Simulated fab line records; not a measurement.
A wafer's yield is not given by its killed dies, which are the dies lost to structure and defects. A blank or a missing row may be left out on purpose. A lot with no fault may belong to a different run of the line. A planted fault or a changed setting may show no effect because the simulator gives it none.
Which tool was responsible? | flow sky130 | 24 lots with 72 wafers sampled at 6 steps, on a route of 708 steps

== WHAT EACH GAUGE READ, for each wafer ==
SKY_CONTACT_OVL_MEAS_15.
lot  | measured     | on         | CONTACT_OVL (nm)
L074 | day 31 17:14 | overlay-02 | -4 -2 0
L075 | day 31 18:42 | overlay-01 | 6 8 0
L076 | day 32 12:34 | overlay-01 | -7 -8 -6
L077 | day 32 16:59 | overlay-02 | 8 12 15
L079 | day 32 17:08 | overlay-01 | -2 -2 2
L078 | day 32 20:41 | overlay-02 | 0 -4 -6
L080 | day 33 23:05 | overlay-01 | 4 -4 1
L081 | day 34 03:41 | overlay-02 | 4 11 3
L082 | day 34 11:14 | overlay-01 | -4 -7 -5
L083 | day 34 11:35 | overlay-02 | 7 4 5
L085 | day 34 13:02 | overlay-01 | -6 -3 6
L084 | day 35 00:21 | overlay-02 | -4 5 1
L086 | day 35 18:55 | overlay-01 | -9 -8 -9
L087 | day 36 01:26 | overlay-01 | -3 2 -14
L088 | day 36 16:57 | overlay-02 | -7 -9 -3
L090 | day 36 20:50 | overlay-01 | -3 4 -2
L089 | day 36 22:21 | overlay-01 | -5 6 -1
L091 | day 37 00:25 | overlay-01 | -7 -11 -8
L092 | day 37 04:24 | overlay-02 | -4 3 -2
L093 | day 38 06:02 | overlay-02 | -4 -7 -7
L094 | day 38 09:32 | overlay-02 | 11 11 5
L095 | day 38 10:41 | overlay-02 | -3 -8 4
L096 | day 38 13:45 | overlay-01 | 5 -4 3
L097 | day 38 17:09 | overlay-01 | -3 -2 -1

SKY_PAD_OPEN_BOW_MEAS_13.
lot  | measured     | on            | PAD_OPEN_BOW (um)
L074 | day 46 01:06 | film_metro-02 | 44 47 41
L075 | day 46 01:16 | film_metro-01 | 45 45 64
L076 | day 46 17:40 | film_metro-02 | 37 38 53
L077 | day 46 19:06 | film_metro-03 | 57 64 65
L079 | day 46 20:37 | film_metro-03 | 52 52 52
L078 | day 46 22:07 | film_metro-02 | 55 52 40
L080 | day 47 11:58 | film_metro-01 | 53 51 58
L081 | day 47 19:05 | film_metro-01 | 43 45 56
L082 | day 47 23:02 | film_metro-01 | 46 45 50
L083 | day 47 21:32 | film_metro-01 | 35 37 38
L085 | day 47 23:02 | film_metro-03 | 48 41 38
L084 | day 48 08:08 | film_metro-01 | 52 56 60
L086 | day 48 20:47 | film_metro-02 | 56 57 44
L087 | day 49 01:34 | film_metro-03 | 39 45 54
L088 | day 49 11:05 | film_metro-02 | 52 49 56
L090 | day 49 12:56 | film_metro-02 | 33 47 34
L089 | day 49 14:30 | film_metro-02 | 44 50 42
L091 | day 49 17:33 | film_metro-01 | 60 53 53
L092 | day 49 20:15 | film_metro-03 | 24 34 29
L093 | day 50 11:37 | film_metro-01 | 33 39 28
L094 | day 50 16:09 | film_metro-01 | 28 46 40
L095 | day 50 13:43 | film_metro-02 | 39 44 56
L096 | day 50 21:35 | film_metro-03 | 40 48 49
L097 | day 50 22:56 | film_metro-01 | 25 34 31

== EACH LOT AND THE TOOL THAT RAN IT (in order: tool; ch and the chambers of the sampled wafers; start) ==
lot  | SKY_LI_CONTACT_CMP_24         | SKY_VIA3_CVD_21               | SKY_METAL4_SPUTTER_03        | SKY_VIA4_CMP_21
L074 | cmp-02 ch 0,2, day 29 07:30   | cvd_w-02 ch 0, day 39 20:53   | pvd_sputter-01, day 39 21:35 | cmp-02 ch 1,3, day 43 01:28
L075 | cmp-02 ch 1,2,3, day 29 11:01 | cvd_w-01 ch 0,1, day 39 21:17 | pvd_sputter-03, day 39 21:56 | cmp-02 ch 0,3, day 43 02:28
L076 | cmp-02 ch 0,2,3, day 30 10:50 | cvd_w-02 ch 0,1, day 40 17:14 | pvd_sputter-01, day 40 17:53 | cmp-02 ch 1,2,3, day 43 20:09
L077 | cmp-02 ch 0,1,3, day 30 12:24 | cvd_w-02 ch 0, day 40 19:20   | pvd_sputter-03, day 40 20:02 | cmp-02 ch 0,1,3, day 43 22:02
L079 | cmp-01 ch 1,2,3, day 30 12:26 | cvd_w-02 ch 0,1, day 40 20:17 | pvd_sputter-01, day 40 20:59 | cmp-02 ch 1,2,3, day 43 22:35
L078 | cmp-02 ch 1,2, day 30 14:32   | cvd_w-02 ch 0,1, day 40 22:05 | pvd_sputter-01, day 40 22:46 | cmp-02 ch 0,2,3, day 44 00:31
L080 | cmp-02 ch 0,1, day 31 15:16   | cvd_w-02 ch 0, day 41 18:17   | pvd_sputter-03, day 41 18:59 | cmp-01 ch 1,2,3, day 44 17:19
L081 | cmp-02 ch 0,2, day 31 20:06   | cvd_w-02 ch 0,1, day 42 01:53 | pvd_sputter-01, day 42 02:35 | cmp-01 ch 1,2,3, day 45 01:22
L082 | cmp-02 ch 0,1, day 32 04:22   | cvd_w-02 ch 0,1, day 42 06:17 | pvd_sputter-03, day 42 06:59 | cmp-01 ch 1,2,3, day 45 05:55
L083 | cmp-01 ch 1,2,3, day 32 04:52 | cvd_w-01 ch 1, day 42 05:35   | pvd_sputter-03, day 42 06:16 | cmp-02 ch 1,2,3, day 45 03:22
L085 | cmp-02 ch 1,3, day 32 06:55   | cvd_w-02 ch 0,1, day 42 05:58 | pvd_sputter-03, day 42 06:39 | cmp-01 ch 0,2, day 45 03:40
L084 | cmp-02 ch 0,1,3, day 32 18:15 | cvd_w-02 ch 0,1, day 42 17:29 | pvd_sputter-03, day 42 18:35 | cmp-02 ch 0,2,3, day 45 17:25
L086 | cmp-02 ch 1,2,3, day 33 12:18 | cvd_w-01 ch 0,1, day 43 08:47 | pvd_sputter-01, day 43 09:43 | cmp-02 ch 0,2,3, day 46 06:40
L087 | cmp-02 ch 0,2,3, day 33 18:43 | cvd_w-01 ch 0,1, day 43 15:43 | pvd_sputter-01, day 43 16:35 | cmp-01 ch 1,2, day 46 13:20
L088 | cmp-02 ch 1,2, day 34 11:02   | cvd_w-02 ch 0,1, day 44 03:07 | pvd_sputter-01, day 44 03:49 | cmp-01 ch 0,3, day 46 22:59
L090 | cmp-02 ch 1,2,3, day 34 15:32 | cvd_w-02 ch 0,1, day 44 06:44 | pvd_sputter-01, day 44 07:26 | cmp-02 ch 0,1,2, day 47 01:56
L089 | cmp-02 ch 1,2, day 34 15:57   | cvd_w-02 ch 0,1, day 44 08:52 | pvd_sputter-03, day 44 09:31 | cmp-02 ch 0,2, day 47 03:22
L091 | cmp-01 ch 0,1,2, day 34 19:08 | cvd_w-02 ch 0,1, day 44 14:33 | pvd_sputter-02, day 44 15:12 | cmp-01 ch 0,3, day 47 08:27
L092 | cmp-01 ch 1,2, day 34 22:18   | cvd_w-02 ch 0,1, day 44 15:44 | pvd_sputter-02, day 44 16:25 | cmp-02 ch 1,2, day 47 10:39
L093 | cmp-01 ch 0,3, day 36 00:45   | cvd_w-01 ch 0,1, day 45 13:59 | pvd_sputter-01, day 45 14:41 | cmp-02 ch 1,2, day 48 05:16
L094 | cmp-01 ch 1,2,3, day 36 05:07 | cvd_w-02 ch 0,1, day 45 18:08 | pvd_sputter-02, day 45 18:54 | cmp-01 ch 0,3, day 48 09:58
L095 | cmp-01 ch 1,2,3, day 36 06:22 | cvd_w-01 ch 0,1, day 45 15:35 | pvd_sputter-02, day 45 16:17 | cmp-01 ch 0,2,3, day 48 08:16
L096 | cmp-01 ch 0,1,3, day 36 09:57 | cvd_w-01 ch 0,1, day 45 22:12 | pvd_sputter-02, day 45 22:53 | cmp-01 ch 0,3, day 48 14:48
L097 | cmp-02 ch 0,2, day 36 11:10   | cvd_w-01 ch 1, day 46 00:34   | pvd_sputter-01, day 46 01:16 | cmp-01 ch 0,1,2, day 48 16:06
- SKY_LI_CONTACT_CMP_24: polishes, stops on PSG, t overpolish 20 s, target thk 0 nm.
- SKY_VIA3_CVD_21: deposits W, target thk 390 nm, time 117.31 s.
- SKY_METAL4_SPUTTER_03: material Ti, target thk 5 nm, time 3.3 s.
- SKY_VIA4_CMP_21: polishes, stops on SiO2, t overpolish 25 s, target thk 0 nm.

== AS READ BY THE TOOLS THEMSELVES (means over the sampled wafers that have a number; for cases with no such wafer, the mark the record gives instead) ==
SKY_LI_CONTACT_CMP_24.
lot  | tool   | motor_current_A (A) | overpolish_run_s (s) | time_to_endpoint_s (s)
L074 | cmp-02 | 11.1                | 20.003               | 92
L075 | cmp-02 | 11.0                | 19.996               | 98
L076 | cmp-02 | 10.5                | 20.003               | 93
L077 | cmp-02 | 11.1                | 20.006               | 95
L079 | cmp-01 | 11.3                | 20.008               | 97
L078 | cmp-02 | 11.4                | 20.008               | 94
L080 | cmp-02 | 11.1                | 19.995               | 99
L081 | cmp-02 | 11.1                | 19.995               | 99
L082 | cmp-02 | 12.0                | 19.998               | 95
L083 | cmp-01 | 11.4                | 19.992               | 100
L085 | cmp-02 | 11.8                | 20.003               | 96
L084 | cmp-02 | 11.0                | 20.002               | 99
L086 | cmp-02 | 11.1                | 20.007               | 91
L087 | cmp-02 | 10.8                | 20.007               | 96
L088 | cmp-02 | 11.7                | 19.998               | 91
L090 | cmp-02 | 11.3                | 19.995               | 95
L089 | cmp-02 | 11.8                | 19.993               | 100
L091 | cmp-01 | 11.7                | 19.996               | 91
L092 | cmp-01 | 11.4                | 20.000               | 93
L093 | cmp-01 | 11.5                | 20.004               | 93
L094 | cmp-01 | 11.9                | 20.003               | 92
L095 | cmp-01 | 11.5                | 19.995               | 98
L096 | cmp-01 | 11.7                | 19.993               | 92
L097 | cmp-02 | 11.3                | 19.986               | 95

SKY_VIA3_CVD_21.
lot  | tool     | heater_power_w (W)
L074 | cvd_w-02 | 856
L075 | cvd_w-01 | 798
L076 | cvd_w-02 | 866
L077 | cvd_w-02 | 869
L079 | cvd_w-02 | 848
L078 | cvd_w-02 | 847
L080 | cvd_w-02 | 874
L081 | cvd_w-02 | 848
L082 | cvd_w-02 | 855
L083 | cvd_w-01 | 786
L085 | cvd_w-02 | 856
L084 | cvd_w-02 | 836
L086 | cvd_w-01 | 786
L087 | cvd_w-01 | 799
L088 | cvd_w-02 | 853
L090 | cvd_w-02 | 853
L089 | cvd_w-02 | 852
L091 | cvd_w-02 | 849
L092 | cvd_w-02 | 876
L093 | cvd_w-01 | 787
L094 | cvd_w-02 | 865
L095 | cvd_w-01 | 796
L096 | cvd_w-01 | 789
L097 | cvd_w-01 | 815

SKY_METAL4_SPUTTER_03.
lot  | tool           | throttle_valve_pct (%)
L074 | pvd_sputter-01 | 30.1
L075 | pvd_sputter-03 | 30.8
L076 | pvd_sputter-01 | 31.0
L077 | pvd_sputter-03 | 30.6
L079 | pvd_sputter-01 | 30.9
L078 | pvd_sputter-01 | 30.9
L080 | pvd_sputter-03 | 30.1
L081 | pvd_sputter-01 | 30.0
L082 | pvd_sputter-03 | 30.7
L083 | pvd_sputter-03 | 30.8
L085 | pvd_sputter-03 | 30.7
L084 | pvd_sputter-03 | 30.2
L086 | pvd_sputter-01 | 31.5
L087 | pvd_sputter-01 | 30.7
L088 | pvd_sputter-01 | 31.5
L090 | pvd_sputter-01 | 29.2
L089 | pvd_sputter-03 | 30.6
L091 | pvd_sputter-02 | 30.5
L092 | pvd_sputter-02 | 30.5
L093 | pvd_sputter-01 | 29.8
L094 | pvd_sputter-02 | 30.4
L095 | pvd_sputter-02 | 29.7
L096 | pvd_sputter-02 | 30.4
L097 | pvd_sputter-01 | 30.9

SKY_VIA4_CMP_21.
lot  | tool   | motor_current_A (A) | overpolish_run_s (s) | time_to_endpoint_s (s)
L074 | cmp-02 | 11.6                | 25.008               | 122
L075 | cmp-02 | 10.6                | 25.004               | 131
L076 | cmp-02 | 10.8                | 24.995               | 125
L077 | cmp-02 | 10.9                | 25.000               | 120
L079 | cmp-02 | 11.1                | 25.003               | 123
L078 | cmp-02 | 10.2                | 25.004               | 126
L080 | cmp-01 | 11.7                | 25.003               | 129
L081 | cmp-01 | 11.9                | 24.990               | 128
L082 | cmp-01 | 11.1                | 24.992               | 129
L083 | cmp-02 | 10.9                | 25.001               | 125
L085 | cmp-01 | 12.2                | 24.997               | 120
L084 | cmp-02 | 10.8                | 25.005               | 131
L086 | cmp-02 | 10.5                | 24.993               | 127
L087 | cmp-01 | 11.1                | 24.996               | 120
L088 | cmp-01 | 12.0                | 25.002               | 127
L090 | cmp-02 | 11.4                | 25.008               | 116
L089 | cmp-02 | 11.1                | 24.990               | 112
L091 | cmp-01 | 11.8                | 24.991               | 129
L092 | cmp-02 | 11.7                | 24.997               | 115
L093 | cmp-02 | 11.7                | 25.011               | 123
L094 | cmp-01 | 11.9                | 25.001               | 119
L095 | cmp-01 | 11.7                | 24.998               | 123
L096 | cmp-01 | 11.6                | 24.997               | 126
L097 | cmp-01 | 11.6                | 25.007               | 124

== THE ANSWER, worked out from the rows above alone ==
Rule: what is usual is taken from the lots themselves. The widest of any qualifying gaps counts: lots, ordered by their means at a reading, are off when they make up no more than a third of the lots, leave a main group of 4 or more, and stand apart from it by 3 or more times the standard deviation of that group's means. A main group is skipped when, at the precision printed for the reading in the tables above, its means are all equal. Also off: a lot with no number at a reading for which 4 or more lots have one. Any other lot the step has rows for is counted as sound. The gauges are gone through in route order, then the tools' own readings, and for those a lot's mean is taken as printed above. At the first step where some lot is off, the reading lying furthest off is the one used; lots without a number count as furthest.
None of the lots is off at any reading shown; this tells nothing.

== WHAT THE SIMULATOR PUT IN ==
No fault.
